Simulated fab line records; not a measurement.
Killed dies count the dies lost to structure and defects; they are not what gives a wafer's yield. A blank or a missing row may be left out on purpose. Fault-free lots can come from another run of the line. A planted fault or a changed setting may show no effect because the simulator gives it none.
fab line records	flow sky130	part 1 of 2: steps 1 to 25 of 37
record: lots: 5	wafers: 15	last_day: 50
route steps=708 shown VIA4@656 METAL5@661 PASSIVATION@681
lots with no fault: from the same line, run without faults
start_h: hours from the record's first day to the start of the lot's first wafer shown	wait_h: hours from the lot's prior step to this one	" as in the row above	L1.1+2: several wafers, shown together as one row	- no value present, or no start provided	* or withheld: withheld	< > ~ a bound
route shown NAME@n: names a module that has steps shown in the file, with the first one's number in the route	usual: mean/standard deviation of fault-free wafers	same: alike in all rows	chamber/n: place in a boat	sites: per-site readings	_std_site: the standard deviation of these	_edge_site: mean of outer sites minus mean of inner sites	radius_mm: how far each site lies from the wafer's centre	mask NAME#n: copy n	behind: tool/chamber where the wafer was last shaped	hold: why the lot went on hold/how many hours it stayed there/how the hold came to an end	device: the n, p or np transistor that did not switch	end of line: the same wafers' tests at the end of the route	step lacking rows: just its recipe	killed: the dies lost at the first sort to structure and to defects; this is not the yield of the wafer	map: dies across one wafer; x = killed, . = not, _ = none there
set.NAME: the setting that was run; set.NAME@STEP: the one run at that earlier step	model.NAME: the simulator's own value behind a step, which no gauge read
a table for each step, a row for each wafer; lots at some steps of the route
services: the hour from which a tool's chamber was out of use, counted from the record's first day as start_h (under 0 if before that day), plus the number of hours and why
== steps ==
step: SKY_VIA4_SPUTTER_17
recipe: material: TiN	target_thk_nm: 20	chamber_pressure_pa: 5	power_w: 4000	time_s: 80
usual: throttle_valve_pct: 30.0/0.84
lot.wafer	tool	chamber	start_h	wait_h	throttle_valve_pct
L077.1	pvd_sputter-04	-	1028.95	0.0	29.4
L077.2	"	-	"	"	30.3
L077.3	"	-	"	"	29.6
L087.1	pvd_sputter-04	-	1090.38	0.0	30.6
L087.2	"	-	"	"	30.4
L087.4	"	-	"	"	29.6
L090.1	pvd_sputter-04	-	1109.50	0.0	29.7
L090.5	"	-	"	"	30.7
L090.6	"	-	"	"	29.3
L091.2	pvd_sputter-04	-	1118.40	0.0	29.6
L091.3	"	-	"	"	30.2
L091.5	"	-	"	"	30.6
L095.1	pvd_sputter-04	-	1131.93	0.0	29.4
L095.2	"	-	"	"	29.2
L095.4	"	-	"	"	29.4
step: SKY_VIA4_CVD_18
recipe: material: W	target_thk_nm: 505	time_s: 152.14	temp_c: 400	pressure_torr: 40
usual: heater_power_outer_w: 557/39	heater_power_w: 920/79	susceptor_temp_C: 400.03/0.2
lot.wafer	tool	chamber	start_h	wait_h	heater_power_outer_w	heater_power_w	susceptor_temp_C
L077.1	cvd_w-02	1	1029.01	0.0	485	840	400.61
L077.2	"	0	"	"	580	912	399.81
L077.3	"	0	"	"	578	913	399.63
L087.1	cvd_w-01	0	1090.44	0.0	536	859	399.84
L087.2	"	1	"	"	601	1033	399.88
L087.4	"	0	"	"	549	879	400.13
L090.1	cvd_w-02	0	1109.56	0.0	592	927	399.65
L090.5	"	0	"	"	574	884	400.16
L090.6	"	1	"	"	512	842	400.02
L091.2	cvd_w-01	1	1118.46	0.0	607	1045	400.05
L091.3	"	1	"	"	616	1050	400.15
L091.5	"	1	"	"	597	1053	399.92
L095.1	cvd_w-02	1	1132.01	0.0	498	865	400.42
L095.2	"	0	"	"	578	879	400.15
L095.4	"	1	"	"	509	876	400.11
step: SKY_VIA4_RS_MEAS_19
recipe: thk_meas_gauge: four-point-probe	reads: W_of_VIA4_CVD_18+TiN_of_VIA4_SPUTTER_17
usual: VIA4_W_RS: 0.2252/0.0022
lot.wafer	tool	chamber	start_h	wait_h	VIA4_W_RS[ohm/sq]
L077.1	film_metro-03	-	1029.16	0.1	0.2231
L077.2	"	-	"	"	0.2260
L077.3	"	-	"	"	0.2256
L087.1	film_metro-04	-	1090.59	0.1	0.2276
L087.2	"	-	"	"	0.2265
L087.4	"	-	"	"	0.2263
L090.1	film_metro-01	-	1109.71	0.1	0.2263
L090.5	"	-	"	"	0.2267
L090.6	"	-	"	"	0.2256
L091.2	film_metro-04	-	1118.63	0.1	0.2239
L091.3	"	-	"	"	0.2276
L091.5	"	-	"	"	0.2259
L095.1	film_metro-01	-	1132.16	0.1	0.2266
L095.2	"	-	"	"	0.2290
L095.4	"	-	"	"	0.2256
step: SKY_VIA4_THK_MEAS_20
recipe: thk_meas_gauge: xrf	reads: W_of_VIA4_CVD_18
usual: VIA4_W_THK: 520/5.5
lot.wafer	tool	chamber	start_h	wait_h	VIA4_W_THK[nm]
L077.1	film_metro-03	-	1029.28	0.1	528
L077.2	"	-	"	"	521
L077.3	"	-	"	"	525
L087.1	film_metro-04	-	1090.71	0.1	513
L087.2	"	-	"	"	513
L087.4	"	-	"	"	515
L090.1	film_metro-01	-	1109.83	0.1	521
L090.5	"	-	"	"	518
L090.6	"	-	"	"	521
L091.2	film_metro-04	-	1118.74	0.1	524
L091.3	"	-	"	"	514
L091.5	"	-	"	"	518
L095.1	film_metro-01	-	1132.28	0.1	519
L095.2	"	-	"	"	512
L095.4	"	-	"	"	523
step: SKY_VIA4_CMP_21
recipe: stop_on: SiO2	t_overpolish_s: 25	down_force_psi: 3.5	platen_rpm: 60	target_thk_nm: 0	pad_velocity_m_s: 0.94248
usual: edge_zone_pressure_frac: 1.000/0.0046	head_pressure_psi: 3.501/0.0082	motor_current_A: 11.1/1.4	overpolish_run_s: 25.001/0.0099	time_to_endpoint_s: 123/3.2
lot.wafer	tool	chamber	start_h	wait_h	edge_zone_pressure_frac	head_pressure_psi	motor_current_A	overpolish_run_s	time_to_endpoint_s
L077.2	cmp-01	0	1029.82	0.5	1.004	3.501	11.9	25.002	118
L077.3	"	1	"	"	0.992	3.502	11.7	25.011	125
L077.1	"	2	"	"	1.007	3.500	10.8	24.997	122
L087.1	cmp-01	1	1090.86	0.1	0.998	3.508	12.2	25.022	128
L087.2	"	2	"	"	1.006	3.504	11.4	25.007	120
L087.4	"	3	"	"	0.999	3.498	9.9	24.995	124
L090.1	cmp-02	3	1109.94	0.1	1.002	3.494	13.4	25.011	120
L090.5	"	2	"	"	1.005	3.494	9.2	25.015	118
L090.6	"	3	"	"	1.003	3.506	13.1	24.993	121
L091.2	cmp-01	2	1118.89	0.1	1.003	3.495	10.8	24.996	125
L091.3	"	3	"	"	0.992	3.497	9.8	25.018	125
L091.5	"	2	"	"	0.998	3.490	11.2	25.006	123
L095.4	cmp-02	1	1132.54	0.2	1.003	3.505	9.6	24.998	121
L095.1	"	2	"	"	1.000	3.503	9.4	25.005	121
L095.2	"	0	"	"	0.994	3.509	10.5	24.986	123
step: SKY_METAL5_SPUTTER_00
recipe: material: Ti	target_thk_nm: 15	power_w: 3000	time_s: 10	chamber_pressure_pa: 0.4
usual: throttle_valve_pct: 30.3/0.91
lot.wafer	tool	chamber	start_h	wait_h	throttle_valve_pct
L077.1	pvd_sputter-01	-	1030.12	0.1	27.5
L077.2	"	-	"	"	31.3
L077.3	"	-	"	"	31.9
L087.1	pvd_sputter-01	-	1091.11	0.2	30.0
L087.2	"	-	"	"	31.9
L087.4	"	-	"	"	27.7
L090.1	pvd_sputter-03	-	1110.19	0.2	30.2
L090.5	"	-	"	"	31.1
L090.6	"	-	"	"	30.5
L091.2	pvd_sputter-04	-	1119.19	0.2	29.7
L091.3	"	-	"	"	30.5
L091.5	"	-	"	"	30.6
L095.1	pvd_sputter-03	-	1132.84	0.2	30.5
L095.2	"	-	"	"	30.0
L095.4	"	-	"	"	30.3
step: SKY_METAL5_SPUTTER_01
recipe: material: TiN	target_thk_nm: 20	power_w: 6500	time_s: 16.7	chamber_pressure_pa: 0.4
usual: throttle_valve_pct: 30.3/0.91
lot.wafer	tool	chamber	start_h	wait_h	throttle_valve_pct
L077.1	pvd_sputter-01	-	1030.15	0.0	27.7
L077.2	"	-	"	"	31.3
L077.3	"	-	"	"	32.0
L087.1	pvd_sputter-01	-	1091.13	0.0	30.4
L087.2	"	-	"	"	31.8
L087.4	"	-	"	"	27.4
L090.1	pvd_sputter-03	-	1110.22	0.0	30.1
L090.5	"	-	"	"	30.9
L090.6	"	-	"	"	30.1
L091.2	pvd_sputter-04	-	1119.21	0.0	29.9
L091.3	"	-	"	"	30.2
L091.5	"	-	"	"	30.4
L095.1	pvd_sputter-03	-	1132.86	0.0	30.4
L095.2	"	-	"	"	30.0
L095.4	"	-	"	"	30.5
step: SKY_METAL5_SPUTTER_02
recipe: material: AlCu	target_thk_nm: 1150	power_w: 10600	time_s: 61.2	chamber_pressure_pa: 0.4
usual: throttle_valve_pct: 30.3/0.95
lot.wafer	tool	chamber	start_h	wait_h	throttle_valve_pct
L077.1	pvd_sputter-01	-	1030.17	0.0	27.7
L077.2	"	-	"	"	31.3
L077.3	"	-	"	"	32.0
L087.1	pvd_sputter-01	-	1091.16	0.0	29.8
L087.2	"	-	"	"	31.9
L087.4	"	-	"	"	27.8
L090.1	pvd_sputter-03	-	1110.24	0.0	30.6
L090.5	"	-	"	"	30.9
L090.6	"	-	"	"	30.3
L091.2	pvd_sputter-04	-	1119.24	0.0	29.5
L091.3	"	-	"	"	30.4
L091.5	"	-	"	"	30.8
L095.1	pvd_sputter-03	-	1132.89	0.0	30.5
L095.2	"	-	"	"	29.9
L095.4	"	-	"	"	30.5
step: SKY_METAL5_SPUTTER_03
recipe: material: Ti	target_thk_nm: 5	power_w: 3000	time_s: 3.3	chamber_pressure_pa: 0.4
usual: throttle_valve_pct: 30.3/0.94
lot.wafer	tool	chamber	start_h	wait_h	throttle_valve_pct
L077.1	pvd_sputter-01	-	1030.22	0.0	27.5
L077.2	"	-	"	"	31.2
L077.3	"	-	"	"	32.1
L087.1	pvd_sputter-01	-	1091.21	0.0	30.0
L087.2	"	-	"	"	31.7
L087.4	"	-	"	"	27.6
L090.1	pvd_sputter-03	-	1110.29	0.0	30.4
L090.5	"	-	"	"	31.1
L090.6	"	-	"	"	30.3
L091.2	pvd_sputter-04	-	1119.29	0.0	29.4
L091.3	"	-	"	"	30.3
L091.5	"	-	"	"	30.4
L095.1	pvd_sputter-03	-	1132.94	0.0	30.1
L095.2	"	-	"	"	29.8
L095.4	"	-	"	"	30.4
step: SKY_METAL5_SPUTTER_04
recipe: material: TiN	target_thk_nm: 70	power_w: 6500	time_s: 58.3	chamber_pressure_pa: 0.4078
usual: throttle_valve_pct: 30.3/0.92
lot.wafer	tool	chamber	start_h	wait_h	throttle_valve_pct
L077.1	pvd_sputter-01	-	1030.24	0.0	27.5
L077.2	"	-	"	"	31.3
L077.3	"	-	"	"	31.9
L087.1	pvd_sputter-01	-	1091.23	0.0	30.0
L087.2	"	-	"	"	31.9
L087.4	"	-	"	"	27.7
L090.1	pvd_sputter-03	-	1110.31	0.0	30.5
L090.5	"	-	"	"	30.9
L090.6	"	-	"	"	30.2
L091.2	pvd_sputter-04	-	1119.31	0.0	29.9
L091.3	"	-	"	"	30.3
L091.5	"	-	"	"	30.3
L095.1	pvd_sputter-03	-	1132.96	0.0	30.3
L095.2	"	-	"	"	30.0
L095.4	"	-	"	"	30.3
step: SKY_METAL5_RS_MEAS_05
recipe: thk_meas_gauge: four-point-probe	reads: TiN_of_METAL5_SPUTTER_04+Ti_of_METAL5_SPUTTER_03+AlCu_of_METAL5_SPUTTER_02+TiN_of_METAL5_SPUTTER_01+Ti_of_METAL5_SPUTTER_00
usual: METAL5_ALCU_RS: 0.02697/0.00025
lot.wafer	tool	chamber	start_h	wait_h	METAL5_ALCU_RS[ohm/sq]
L077.1	film_metro-03	-	1030.29	0.0	0.02729
L077.2	"	-	"	"	0.02707
L077.3	"	-	"	"	0.02702
L087.1	film_metro-02	-	1091.28	0.0	0.02726
L087.2	"	-	"	"	0.0272
L087.4	"	-	"	"	0.02713
L090.1	film_metro-03	-	1110.36	0.0	0.02721
L090.5	"	-	"	"	0.02679
L090.6	"	-	"	"	0.0269
L091.2	film_metro-04	-	1119.38	0.0	0.02762
L091.3	"	-	"	"	0.02735
L091.5	"	-	"	"	0.02767
L095.1	film_metro-03	-	1133.01	0.0	0.0269
L095.2	"	-	"	"	0.02685
L095.4	"	-	"	"	0.02675
step: SKY_METAL5_THK_MEAS_06
recipe: thk_meas_gauge: xrf	reads: AlCu_of_METAL5_SPUTTER_02
usual: METAL5_ALCU_THK: 1153/13
lot.wafer	tool	chamber	start_h	wait_h	METAL5_ALCU_THK[nm]
L077.1	film_metro-03	-	1030.41	0.1	1130
L077.2	"	-	"	"	1144
L077.3	"	-	"	"	1150
L087.1	film_metro-02	-	1091.40	0.1	1146
L087.2	"	-	"	"	1147
L087.4	"	-	"	"	1149
L090.1	film_metro-03	-	1110.48	0.1	1143
L090.5	"	-	"	"	1165
L090.6	"	-	"	"	1155
L091.2	film_metro-04	-	1119.49	0.1	1130
L091.3	"	-	"	"	1145
L091.5	"	-	"	"	1128
L095.1	film_metro-03	-	1133.13	0.1	1161
L095.2	"	-	"	"	1168
L095.4	"	-	"	"	1173
step: SKY_METAL5_DEHYDRATE_07
recipe: temp_c: 200	time_s: 60
lot.wafer	tool	chamber	start_h	wait_h
L077.1+2+3	litho_track-01	0	1040.86	10.4
L087.1+2+4	litho_track-01	0	1100.31	8.9
L090.1+5+6	litho_track-02	0	1119.20	8.7
L091.2+3+5	litho_track-02	0	1128.82	9.3
L095.1+2+4	litho_track-02	0	1141.55	8.4
step: SKY_METAL5_HMDS_08
recipe: prime_time_s: 60	prime_temp_c: 120
lot.wafer	tool	chamber	start_h	wait_h
L077.1+2+3	litho_track-01	0	1041.01	0.1
L087.1+2+4	litho_track-01	0	1100.46	0.1
L090.1+5+6	litho_track-02	0	1119.35	0.1
L091.2+3+5	litho_track-02	0	1128.97	0.1
L095.1+2+4	litho_track-02	0	1141.70	0.1
step: SKY_METAL5_COAT_09
recipe: resist: NOVOLAK	spin_rpm: 3000	resist_thk_nm: 1800
usual: dispense_pressure_kPa: 52.2/0.61
lot.wafer	tool	chamber	start_h	wait_h	dispense_pressure_kPa
L077.1	litho_track-01	0	1041.16	0.1	52.5
L077.2	"	0	"	"	52.4
L077.3	"	0	"	"	52.5
L087.1	litho_track-01	0	1100.61	0.1	52.4
L087.2	"	0	"	"	52.5
L087.4	"	0	"	"	52.4
L090.1	litho_track-02	0	1119.50	0.1	51.5
L090.5	"	0	"	"	51.6
L090.6	"	0	"	"	51.6
L091.2	litho_track-02	0	1129.12	0.1	51.5
L091.3	"	0	"	"	51.5
L091.5	"	0	"	"	51.6
L095.1	litho_track-02	0	1141.85	0.1	51.5
L095.2	"	0	"	"	51.6
L095.4	"	0	"	"	51.6
step: SKY_METAL5_SOFTBAKE_10
recipe: temp_c: 90	time_s: 60	resist: NOVOLAK
lot.wafer	tool	chamber	start_h	wait_h
L077.1+2+3	litho_track-01	0	1041.31	0.1
L087.1+2+4	litho_track-01	0	1100.76	0.1
L090.1+5+6	litho_track-02	0	1119.65	0.1
L091.2+3+5	litho_track-02	0	1129.27	0.1
L095.1+2+4	litho_track-02	0	1142.00	0.1
step: SKY_METAL5_EXPOSE_11
recipe: mask_id: MM5	na: 0.6	source_shape: conventional	sigma_outer: 0.6	polarization: unpolarized	target_cd_nm: 1600	dose_mj: 190
lot.wafer	tool	chamber	start_h	wait_h	mask
L077.1+2+3	iline_stepper-01	0	-	-	MM5#0
L087.1+2+4	iline_stepper-02	0	-	-	MM5#0
L090.1+5+6	iline_stepper-01	0	-	-	MM5#0
L091.2+3+5	iline_stepper-02	0	-	-	MM5#0
L095.1+2+4	iline_stepper-02	0	-	-	MM5#0
step: SKY_METAL5_PEB_12
recipe: temp_c: withheld	time_s: *	resist: NOVOLAK
lot.wafer	tool	chamber	start_h	wait_h
L077.1+2+3	litho_track-04	0	-	-
L087.1+2+4	litho_track-01	0	-	-
L090.1+5+6	litho_track-01	0	-	-
L091.2+3+5	litho_track-04	0	-	-
L095.1+2+4	litho_track-04	0	-	-
step: SKY_METAL5_DEVELOP_13
recipe: resist: NOVOLAK	developer: TMAH	develop_time_s: 60	dev_temp_c: 23
same: develop_time_s: 60
lot.wafer	tool	chamber	start_h	wait_h
L077.1+2+3	litho_track-04	0	1051.94	0.1
L087.1+2+4	litho_track-01	0	1111.06	0.1
L090.1+5+6	litho_track-01	0	1129.41	0.1
L091.2+3+5	litho_track-04	0	1138.17	0.1
L095.1+2+4	litho_track-04	0	1151.34	0.1
step: SKY_METAL5_DESCUM_14
recipe: chemistry: O2	source_power_w: 150	bias_power_w: 0	pressure_mtorr: 10	temp_c: 40	time_s: 11
usual: drypump_motor_current_A: 5.4/0.34	he_backside_leak_sccm: 3.33/0.24	oes_product_au: 1.002/0.0071	rf_fwd_power_W: 147.3/0.8
lot.wafer	tool	chamber	start_h	wait_h	drypump_motor_current_A	he_backside_leak_sccm	oes_product_au	rf_fwd_power_W	rf_hours_counter_h
L077.1	rie_metal-03	1	1052.09	0.1	5.0	3.33	1.017	147.9	3
L077.2	"	0	"	"	5.7	3.27	0.997	147.8	18
L077.3	"	0	"	"	5.7	3.42	1.002	147.5	-
L087.1	rie_metal-04	1	1111.21	0.1	5.8	3.19	0.994	147.5	27
L087.2	"	0	"	"	5.4	3.20	0.991	145.3	21
L087.4	"	1	"	"	5.8	3.31	0.998	147.4	-
L090.1	rie_metal-01	0	1129.56	0.1	4.9	3.37	1.006	148.0	10
L090.5	"	1	"	"	5.7	3.06	1.006	146.8	-
L090.6	"	0	"	"	4.9	3.36	0.994	147.3	-
L091.2	rie_metal-03	1	1138.29	0.1	5.0	3.50	1.012	147.2	9
L091.3	"	0	"	"	5.7	3.61	0.991	148.0	-
L091.5	"	1	"	"	5.0	3.42	1.006	147.6	-
L095.1	rie_metal-03	1	1151.49	0.1	5.0	5.42	1.010	148.0	10
L095.2	"	0	"	"	5.7	3.24	1.005	146.8	24
L095.4	"	1	"	"	5.0	3.42	1.015	148.1	-
step: SKY_METAL5_METAL_ETCH_15
recipe: target_depth_a: 12600	stop_on: SiO2	over_etch_frac: 0.2	time_s: 252	chemistry: Cl2/BCl3	resist_sidewall_deg: 86	pressure_mtorr: 10	icp_w: 900	bias_w: 48.5	Cl2_flow_sccm: 60	bcl3_flow_sccm: 30
usual: drypump_motor_current_A: 5.4/0.34	he_backside_leak_sccm: 3.33/0.23	oes_product_au: 0.894/0.0042	rf_fwd_power_W: 896.9/3	throttle_valve_pct: 22.264/0.0094
lot.wafer	tool	chamber	start_h	wait_h	drypump_motor_current_A	he_backside_leak_sccm	oes_product_au	rf_fwd_power_W	rf_hours_counter_h	throttle_valve_pct
L077.1	rie_metal-03	1	1052.13	0.0	5.0	3.59	0.882	900.2	3	22.269
L077.2	"	0	"	"	5.7	3.39	0.891	895.3	18	22.244
L077.3	"	0	"	"	5.7	3.38	0.895	895.2	-	22.260
L087.1	rie_metal-04	1	1111.24	0.0	5.8	3.39	0.899	896.4	27	22.274
L087.2	"	0	"	"	5.3	3.42	0.891	896.4	21	22.263
L087.4	"	1	"	"	5.8	3.39	0.896	898.4	-	22.249
L090.1	rie_metal-01	0	1129.59	0.0	4.8	3.37	0.894	895.0	10	22.268
L090.5	"	1	"	"	5.7	4.17	0.896	892.2	-	22.264
L090.6	"	0	"	"	4.9	3.11	0.898	897.6	-	22.262
L091.2	rie_metal-03	1	1138.33	0.0	5.0	3.54	0.898	894.1	9	22.274
L091.3	"	0	"	"	5.7	3.44	0.897	897.2	-	22.257
L091.5	"	1	"	"	5.0	3.53	0.892	898.4	-	22.259
L095.1	rie_metal-03	1	1151.53	0.0	5.0	3.42	0.899	896.9	10	22.266
L095.2	"	0	"	"	5.7	3.37	0.896	899.0	24	22.276
L095.4	"	1	"	"	5.0	3.37	0.893	893.6	-	22.255
step: SKY_METAL5_STRIP_16
recipe: chemistry: O2/N2	power_w: 1400	pressure_mtorr: 1500	platen_temp_c: withheld	o2_flow_sccm: 3000	n2_flow_sccm: 300	overash_fraction: 0.5
usual: drypump_motor_current_A: 5.6/0.31	oes_product_au: 0.710/0.0046	strip_time_to_endpoint_s: 13.03/0.1
lot.wafer	tool	chamber	start_h	wait_h	drypump_motor_current_A	oes_product_au	rf_hours_counter_h	strip_time_to_endpoint_s
L077.1	plasma_asher-03	1	1052.36	0.2	5.2	0.714	31	12.90
L077.2	"	0	"	"	5.7	0.714	31	13.04
L077.3	"	0	"	"	5.7	0.710	-	13.05
L087.1	plasma_asher-03	0	1111.48	0.2	5.7	0.706	37	12.99
L087.2	"	1	"	"	5.3	0.715	37	12.94
L087.4	"	1	"	"	5.3	0.713	-	12.91
L090.1	plasma_asher-01	1	1129.83	0.2	5.5	0.714	67	13.08
L090.5	"	1	"	"	5.5	0.705	-	13.10
L090.6	"	0	"	"	5.3	0.711	-	13.18
L091.2	plasma_asher-04	1	1138.56	0.2	6.4	0.703	8	13.01
L091.3	"	1	"	"	6.3	0.713	-	13.08
L091.5	"	1	"	"	6.4	0.713	-	13.00
L095.1	plasma_asher-01	0	1151.76	0.2	5.4	0.714	70	12.87
L095.2	"	1	"	"	5.5	0.709	70	12.95
L095.4	"	0	"	"	5.4	0.707	-	12.91
step: SKY_METAL5_STRIP_17
recipe: chemistry: post_etch_residue_remover	time_s: 1200	temp_c: 72.5
lot.wafer	tool	chamber	start_h	wait_h
L077.1+2+3	wet_bench-03	1	1052.46	0.1
L087.1+2+4	wet_bench-01	0	1111.58	0.1
L090.1+5+6	wet_bench-04	2	1129.93	0.1
L091.2+3+5	wet_bench-01	1	1138.66	0.1
L095.1+2+4	wet_bench-01	0	1151.86	0.1
step: SKY_METAL5_CLEAN_18
recipe: chemistry: IPA	time_s: 180	temp_c: 25
lot.wafer	tool	chamber	start_h	wait_h
L077.1+2+3	wet_bench-01	2	1052.83	0.0
L087.1+2+4	wet_bench-03	2	1111.92	0.0
L090.1+5+6	wet_bench-03	1	1130.27	0.0
L091.2+3+5	wet_bench-03	2	1139.00	0.0
L095.1+2+4	wet_bench-01	0	1152.20	0.0
step: SKY_METAL5_CLEAN_19
recipe: chemistry: O3/DIW	dry: n2_spin
lot.wafer	tool	chamber	start_h	wait_h
L077.1+2+3	wet_bench-03	1	1052.89	0.0
L087.1+2+4	wet_bench-03	1	1111.98	0.0
L090.1+5+6	wet_bench-04	0	1130.33	0.0
L091.2+3+5	wet_bench-04	2	1139.06	0.0
L095.1+2+4	wet_bench-01	1	1152.26	0.0
